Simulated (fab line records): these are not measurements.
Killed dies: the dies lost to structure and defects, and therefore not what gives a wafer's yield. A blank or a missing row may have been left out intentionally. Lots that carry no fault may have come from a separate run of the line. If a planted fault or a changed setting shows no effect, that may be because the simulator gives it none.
fab line records ; flow sky130
[record] lots = 6; wafers = 18; last_day = 51
route steps=708 shown VT_ADJUST_NCORE@125 VT_ADJUST_HVTR@131 PAD_OPEN@708
lots with no fault: from the same line, run without faults
start_h: the number of hours between the record's first day and the start of the first shown wafer of the lot ; wait_h: hours since the lot's step before ; " unchanged from the row above ; L1.1+2: several wafers, shown together as one row ; - value missing, or start not given ; * or withheld: withheld ; < > ~ a bound
route shown NAME@n: a module of which the file shows steps, and the number in the route of the first ; usual: mean and standard deviation over wafers with no fault ; same: alike in all rows ; chamber/n: place in a boat ; sites: readings site by site ; _std_site: the values' standard deviation ; _edge_site: the outer-site mean with the inner-site mean subtracted ; radius_mm: how far each site lies from the wafer's centre ; mask NAME#n: copy n ; behind: the last tool/chamber to shape the wafer ; hold: what put the lot on hold/how long, in hours/how the hold closed ; device: which transistor (n, p or np) failed to switch ; end of line: tests of these same wafers at the route's end ; for a step that has no rows: nothing shown but its recipe ; killed: not the wafer's yield, but the dies lost to structure and defects at the first sort ; map: a wafer's dies, marking killed ones x, the rest . and places with no die _
set.NAME: the setting as run; set.NAME@STEP: as run at that earlier step ; model.NAME: the simulator's own value behind a step, which no gauge read
lots at selected steps of the route; one table per step, one row per wafer
services: from which hour (start_h, from the record's first day; less than 0 if before it) a tool's chamber was out of use, for how many hours, and why
[[steps]]
[step SKY_VT_ADJUST_NCORE_DEVELOP_06]
[recipe] resist = NOVOLAK; developer = TMAH; develop_time_s = 60; dev_temp_c = 23
[step SKY_VT_ADJUST_NCORE_CD_MEAS_07]
[recipe] target_cd_nm = 380
[usual] cd_nm = 379.5/2.8
lot.wafer;tool;chamber;start_h;wait_h;cd_nm
L218.1;cd_sem-02;-;287.18;0.1;380.3
L218.2;cd_sem-02;-;287.18;0.1;381.1
L218.6;cd_sem-02;-;287.18;0.1;381.3
L219.3;cd_sem-02;-;305.82;0.1;374.8
L219.4;cd_sem-02;-;305.82;0.1;373.3
L219.6;cd_sem-02;-;305.82;0.1;373.6
L221.2;cd_sem-01;-;311.50;0.1;379.5
L221.4;cd_sem-01;-;311.50;0.1;379.3
L221.5;cd_sem-01;-;311.50;0.1;380.4
L223.1;cd_sem-02;-;314.48;0.1;374.0
L223.5;cd_sem-02;-;314.48;0.1;375.6
L223.6;cd_sem-02;-;314.48;0.1;372.9
L226.2;cd_sem-01;-;340.80;0.1;380.2
L226.3;cd_sem-01;-;340.80;0.1;379.8
L226.5;cd_sem-01;-;340.80;0.1;378.0
L227.2;cd_sem-01;-;357.20;0.1;380.2
L227.5;cd_sem-01;-;357.20;0.1;378.3
L227.6;cd_sem-01;-;357.20;0.1;378.8
[step SKY_VT_ADJUST_NCORE_OVL_MEAS_08]
[usual] VT_ADJUST_NCORE_OVL = 0.6/1.3
lot.wafer;tool;chamber;start_h;wait_h;VT_ADJUST_NCORE_OVL[nm]
L218.1;overlay-01;-;287.30;0.1;-0.8
L218.2;overlay-01;-;287.30;0.1;1.7
L218.6;overlay-01;-;287.30;0.1;0.5
L219.3;overlay-01;-;305.92;0.1;1.1
L219.4;overlay-01;-;305.92;0.1;-1.4
L219.6;overlay-01;-;305.92;0.1;-0.8
L221.2;overlay-01;-;311.61;0.1;2.2
L221.4;overlay-01;-;311.61;0.1;2.3
L221.5;overlay-01;-;311.61;0.1;2.4
L223.1;overlay-01;-;314.60;0.1;2.3
L223.5;overlay-01;-;314.60;0.1;1.1
L223.6;overlay-01;-;314.60;0.1;0.6
L226.2;overlay-02;-;340.91;0.1;-0.6
L226.3;overlay-02;-;340.91;0.1;-0.8
L226.5;overlay-02;-;340.91;0.1;1.1
L227.2;overlay-01;-;357.31;0.1;1.5
L227.5;overlay-01;-;357.31;0.1;0.8
L227.6;overlay-01;-;357.31;0.1;1.4
[step SKY_VT_ADJUST_NCORE_IMPLANT_09]
[recipe] species = B; energy_kev = 10; dose_cm2 = 2.4e+12; tilt_deg = withheld
[step SKY_VT_ADJUST_NCORE_STRIP_10]
[recipe] chemistry = O2/N2; power_w = 1400; pressure_mtorr = 1500; platen_temp_c = withheld; o2_flow_sccm = 3000; n2_flow_sccm = 300; overash_fraction = 0.5
[usual] drypump_motor_current_A = 5.7/0.48; oes_product_au = 0.716/0.0045; strip_time_to_endpoint_s = 14.20/0.036
[same] overash_fraction = 0.5
lot.wafer;tool;chamber;start_h;wait_h;drypump_motor_current_A;oes_product_au;rf_hours_counter_h;strip_time_to_endpoint_s
L218.1;plasma_asher-02;1;287.49;0.1;5.2;0.714;18;14.16
L218.2;plasma_asher-02;0;287.49;0.1;5.2;0.724;18;14.21
L218.6;plasma_asher-02;0;287.49;0.1;5.2;0.714;-;14.13
L219.3;plasma_asher-01;0;306.20;0.1;5.3;0.713;-;14.17
L219.4;plasma_asher-01;1;306.20;0.1;6.4;0.713;-;14.19
L219.6;plasma_asher-01;1;306.20;0.1;6.4;0.701;-;14.16
L221.2;plasma_asher-01;1;311.79;0.1;6.3;0.717;47;14.20
L221.4;plasma_asher-01;0;311.79;0.1;5.2;0.714;-;14.13
L221.5;plasma_asher-01;0;311.79;0.1;5.2;0.716;-;14.17
L223.1;plasma_asher-03;0;314.79;0.1;6.1;0.709;51;14.15
L223.5;plasma_asher-03;0;314.79;0.1;6.1;0.713;-;14.15
L223.6;plasma_asher-03;1;314.79;0.1;6.1;0.716;-;14.23
L226.2;plasma_asher-03;1;341.09;0.1;6.1;0.721;54;14.21
L226.3;plasma_asher-03;0;341.09;0.1;6.0;0.718;-;14.15
L226.5;plasma_asher-03;0;341.09;0.1;6.1;0.724;-;14.24
L227.2;plasma_asher-03;0;357.49;0.1;6.0;0.712;55;14.18
L227.5;plasma_asher-03;1;357.49;0.1;6.1;0.720;-;14.16
L227.6;plasma_asher-03;0;357.49;0.1;6.1;0.715;-;14.17
[step SKY_VT_ADJUST_NCORE_TW_MEAS_11]
[usual] VT_ADJUST_NCORE_TW = 220/3.1
lot.wafer;tool;chamber;start_h;wait_h;VT_ADJUST_NCORE_TW
L218.1;film_metro-04;-;287.60;0.1;222
L218.2;film_metro-04;-;287.60;0.1;222
L218.6;film_metro-04;-;287.60;0.1;222
L219.3;film_metro-04;-;306.29;0.1;221
L219.4;film_metro-04;-;306.29;0.1;222
L219.6;film_metro-04;-;306.29;0.1;222
L221.2;film_metro-03;-;311.90;0.1;222
L221.4;film_metro-03;-;311.90;0.1;220
L221.5;film_metro-03;-;311.90;0.1;221
L223.1;film_metro-03;-;314.89;0.1;220
L223.5;film_metro-03;-;314.89;0.1;221
L223.6;film_metro-03;-;314.89;0.1;221
L226.2;film_metro-01;-;341.20;0.1;215
L226.3;film_metro-01;-;341.20;0.1;215
L226.5;film_metro-01;-;341.20;0.1;214
L227.2;film_metro-04;-;357.60;0.1;222
L227.5;film_metro-04;-;357.60;0.1;222
L227.6;film_metro-04;-;357.60;0.1;222
[step SKY_VT_ADJUST_HVTR_DEHYDRATE_00]
[recipe] temp_c = 200; time_s = 60
[step SKY_VT_ADJUST_HVTR_HMDS_01]
[recipe] prime_time_s = 60; prime_temp_c = 120
[step SKY_VT_ADJUST_HVTR_COAT_02]
[recipe] resist = NOVOLAK; spin_rpm = 3000; resist_thk_nm = 1140
[step SKY_VT_ADJUST_HVTR_SOFTBAKE_03]
[recipe] temp_c = 90; time_s = 60; resist = NOVOLAK
[step SKY_VT_ADJUST_HVTR_EXPOSE_04]
[recipe] mask_id = HVTRM; target_cd_nm = 380; na = 0.6; source_shape = conventional; sigma_outer = 0.6; dose_mj = 150
[step SKY_VT_ADJUST_HVTR_PEB_05]
[recipe] temp_c = withheld; time_s = *; resist = NOVOLAK
[step SKY_VT_ADJUST_HVTR_DEVELOP_06]
[recipe] develop_time_s = 60; dev_temp_c = 23
[usual] developer_temp_C = 22.98/0.1
lot.wafer;tool;chamber;start_h;wait_h;developer_temp_C
L218.1;litho_track-01;0;313.23;0.1;23.04
L218.2;litho_track-01;0;313.23;0.1;23.08
L218.6;litho_track-01;0;313.23;0.1;23.05
L219.3;litho_track-03;0;332.21;0.1;22.94
L219.4;litho_track-03;0;332.21;0.1;23.06
L219.6;litho_track-03;0;332.21;0.1;23.00
L221.2;litho_track-03;0;338.53;0.1;22.83
L221.4;litho_track-03;0;338.53;0.1;23.01
L221.5;litho_track-03;0;338.53;0.1;22.93
L223.1;litho_track-03;0;341.36;0.1;22.92
L223.5;litho_track-03;0;341.36;0.1;22.90
L223.6;litho_track-03;0;341.36;0.1;23.13
L226.2;litho_track-01;0;368.71;0.1;22.89
L226.3;litho_track-01;0;368.71;0.1;22.93
L226.5;litho_track-01;0;368.71;0.1;22.89
L227.2;litho_track-04;0;385.65;0.1;22.99
L227.5;litho_track-04;0;385.65;0.1;23.09
L227.6;litho_track-04;0;385.65;0.1;22.98
[step SKY_VT_ADJUST_HVTR_CD_MEAS_07]
[recipe] target_cd_nm = 380
[usual] cd_nm = 379.5/2.2
lot.wafer;tool;chamber;start_h;wait_h;cd_nm
L218.1;cd_sem-01;-;313.38;0.1;376.7
L218.2;cd_sem-01;-;313.38;0.1;377.3
L218.6;cd_sem-01;-;313.38;0.1;379.3
L219.3;cd_sem-01;-;332.35;0.1;380.5
L219.4;cd_sem-01;-;332.35;0.1;377.7
L219.6;cd_sem-01;-;332.35;0.1;379.0
L221.2;cd_sem-02;-;338.68;0.1;345.9
L221.4;cd_sem-02;-;338.68;0.1;345.1
L221.5;cd_sem-02;-;338.68;0.1;344.4
L223.1;cd_sem-01;-;341.55;0.2;351.3
L223.5;cd_sem-01;-;341.55;0.2;348.6
L223.6;cd_sem-01;-;341.55;0.2;349.4
L226.2;cd_sem-02;-;368.85;0.1;374.9
L226.3;cd_sem-02;-;368.85;0.1;380.3
L226.5;cd_sem-02;-;368.85;0.1;379.2
L227.2;cd_sem-01;-;385.79;0.1;377.2
L227.5;cd_sem-01;-;385.79;0.1;377.8
L227.6;cd_sem-01;-;385.79;0.1;378.3
[step SKY_VT_ADJUST_HVTR_OVL_MEAS_08]
[usual] VT_ADJUST_HVTR_OVL = 1.4/1.4
lot.wafer;tool;chamber;start_h;wait_h;VT_ADJUST_HVTR_OVL[nm]
L218.1;overlay-01;-;313.50;0.1;3.4
L218.2;overlay-01;-;313.50;0.1;4.3
L218.6;overlay-01;-;313.50;0.1;4.5
L219.3;overlay-02;-;332.44;0.1;-1.2
L219.4;overlay-02;-;332.44;0.1;0.7
L219.6;overlay-02;-;332.44;0.1;-0.4
L221.2;overlay-02;-;338.79;0.1;2.0
L221.4;overlay-02;-;338.79;0.1;0.6
L221.5;overlay-02;-;338.79;0.1;3.5
L223.1;overlay-02;-;341.67;0.1;0.5
L223.5;overlay-02;-;341.67;0.1;2.2
L223.6;overlay-02;-;341.67;0.1;1.3
L226.2;overlay-02;-;368.96;0.1;3.3
L226.3;overlay-02;-;368.96;0.1;1.8
L226.5;overlay-02;-;368.96;0.1;1.7
L227.2;overlay-01;-;385.90;0.1;1.6
L227.5;overlay-01;-;385.90;0.1;0.3
L227.6;overlay-01;-;385.90;0.1;1.1
[step SKY_PAD_OPEN_PROBE_99]
[usual] killed_at_M0_to_M3 = 43/6.8; killed_at_M4_up = 3.2/2; killed_at_contacts = 24/5.3; killed_at_front_end = 16/4.4; killed_at_other = 0.3/0.54; killed_dies = 86/9.4; killed_on_rim = 16/3.8; killed_open = 48/6.6; killed_short = 38/6.5
[same] gross_dies = 492; killed_at_back_side = 0
lot.wafer;tool;chamber;start_h;wait_h;killed_at_M0_to_M3;killed_at_M4_up;killed_at_contacts;killed_at_front_end;killed_at_other;killed_dies;killed_on_rim;killed_open;killed_short
L218.1;prober-01;-;1178.23;0.1;38;3;22;23;0;86;13;39;46
L218.2;prober-01;-;1178.28;0.1;43;2;19;20;1;85;26;50;35
L218.6;prober-01;-;1178.48;0.2;48;6;22;16;0;92;17;52;40
L219.3;prober-02;-;1186.94;0.2;39;1;33;9;1;83;19;57;25
L219.4;prober-02;-;1186.99;0.2;45;8;22;12;1;88;11;52;35
L219.6;prober-02;-;1187.09;0.2;39;3;22;18;0;82;16;42;40
L221.2;prober-02;-;1189.96;0.1;33;5;20;23;1;82;16;44;37
L221.4;prober-02;-;1190.06;0.2;34;2;34;14;0;84;14;54;27
L223.5;prober-01;-;1194.57;0.2;52;3;20;18;0;93;21;54;37
L226.2;prober-02;-;1209.36;0.1;45;1;26;17;0;89;17;45;44
L226.3;prober-02;-;1209.41;0.2;37;5;25;18;0;85;12;45;40
L226.5;prober-02;-;1209.51;0.2;42;2;20;17;0;81;14;43;38
// killed by level:class
L218.1 CONTACT:geometric_particle:short=7 VIA3:geometric_particle:open=7 VIA1:geometric_particle:short=6 VIA1:geometric_particle:open=6 CONTACT:geometric_particle:open=6 POLY_GATE:geometric_particle:short=5 POLY_GATE:geometric_particle:open=5 LI_CONTACT:geometric_particle:open=5
L218.2 VIA1:geometric_particle:open=12 METAL2:geometric_particle:short=10 LI_CONTACT:geometric_particle:open=8 CONTACT:geometric_particle:open=7 VIA3:geometric_particle:open=6 FIELD_ISO:geometric_particle:short=5 VIA2:geometric_particle:open=5 SPACER:geometric_particle:short=4
L218.6 VIA1:geometric_particle:open=10 CONTACT:geometric_particle:open=9 VIA2:geometric_particle:open=9 METAL1:geometric_particle:short=7 FIELD_ISO:geometric_particle:open=6 VIA1:geometric_particle:short=5 LOCAL_INTERCONNECT:geometric_particle:short=4 FIELD_ISO:geometric_particle:short=3
L219.3 CONTACT:geometric_particle:open=17 VIA1:geometric_particle:open=11 VIA2:geometric_particle:open=8 LI_CONTACT:geometric_particle:open=8 VIA3:geometric_particle:open=6 CONTACT:geometric_particle:short=4 METAL2:geometric_particle:short=4 METAL3:geometric_particle:short=4
L219.4 VIA2:geometric_particle:open=9 VIA1:geometric_particle:open=7 LI_CONTACT:geometric_particle:open=7 CONTACT:geometric_particle:open=7 VIA3:geometric_particle:open=7 VIA3:geometric_particle:short=6 FIELD_ISO:geometric_particle:open=4 POLY_GATE:geometric_particle:short=4
L219.6 CONTACT:geometric_particle:open=12 VIA1:geometric_particle:open=9 METAL2:geometric_particle:short=9 POLY_GATE:geometric_particle:short=6 VIA3:geometric_particle:open=6 FIELD_ISO:geometric_particle:open=4 VIA1:geometric_particle:short=4 METAL1:geometric_particle:short=4
L221.2 CONTACT:geometric_particle:open=13 VIA1:geometric_particle:open=7 VIA3:geometric_particle:open=6 POLY_GATE:geometric_particle:short=5 FIELD_ISO:geometric_particle:open=4 METAL2:geometric_particle:short=4 METAL4:geometric_particle:short=4 FIELD_ISO:geometric_particle:short=3
L221.4 CONTACT:geometric_particle:open=15 VIA1:geometric_particle:open=10 LI_CONTACT:geometric_particle:open=9 VIA3:geometric_particle:open=7 CONTACT:geometric_particle:short=5 POLY_GATE:geometric_particle:open=4 LI_CONTACT:geometric_particle:short=4 VIA3:geometric_particle:short=4
L223.5 VIA1:geometric_particle:open=16 LI_CONTACT:geometric_particle:open=7 CONTACT:geometric_particle:open=6 VIA1:geometric_particle:short=6 FIELD_ISO:geometric_particle:open=5 FIELD_ISO:geometric_particle:short=5 VIA3:geometric_particle:open=5 METAL3:geometric_particle:short=5
L226.2 VIA1:geometric_particle:open=10 LI_CONTACT:geometric_particle:open=7 METAL2:geometric_particle:short=7 POLY_GATE:geometric_particle:open=6 CONTACT:geometric_particle:open=6 VIA3:geometric_particle:open=6 VIA1:geometric_particle:short=5 LI_CONTACT:geometric_particle:short=5
L226.3 VIA1:geometric_particle:open=10 LI_CONTACT:geometric_particle:open=8 CONTACT:geometric_particle:open=6 VIA3:geometric_particle:open=6 FIELD_ISO:geometric_particle:short=5 CONTACT:geometric_particle:short=5 POLY_GATE:geometric_particle:short=4 METAL1:geometric_particle:short=4
L226.5 VIA1:geometric_particle:open=10 CONTACT:geometric_particle:open=9 POLY_GATE:geometric_particle:open=8 VIA1:geometric_particle:short=8 METAL2:geometric_particle:short=7 LOCAL_INTERCONNECT:geometric_particle:short=6 VIA3:geometric_particle:open=5 POLY_GATE:geometric_particle:short=4
[[services]]
tool;chamber;start_h;hours;kind
plasma_asher-01;-;286.27;4.3;pm
plasma_asher-01;-;313.55;0.9;repair
plasma_asher-03;-;376.76;8.6;repair
[[key]]
[first_sign] step = SKY_VT_ADJUST_HVTR_CD_MEAS_07; reading = cd_nm; direction = down; sigmas = 15; usual = 379.5; struck = 347.4
effect none on later readings
met_at SKY_VT_ADJUST_HVTR_DEVELOP_06
struck_wafers L221.2,L221.4,L221.5,L223.1,L223.5,L223.6
rows_end L221.5
tester_left_out L221,L223
onset_between 332.21 338.53
[fault] kind = process_parameter_drift; tool = litho_track-03; chamber = -; onset_h = 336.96; steps = SKY_VT_ADJUST_HVTR_DEVELOP_06; channel = develop_time_s; offset = *; shape = step; end_h = 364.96; acts_in = *; stated = *
// tester_left_out: of these lots the tester's yield and bins aren't shown, on N5 and GAA mostly nor the transistor test; their killed dies are dies lost to structure and defects alone, not to doping, threshold or leakage, so they don't give the yield
// rows_end: these wafers met a further fault down the route, and their rows from its step on are left out
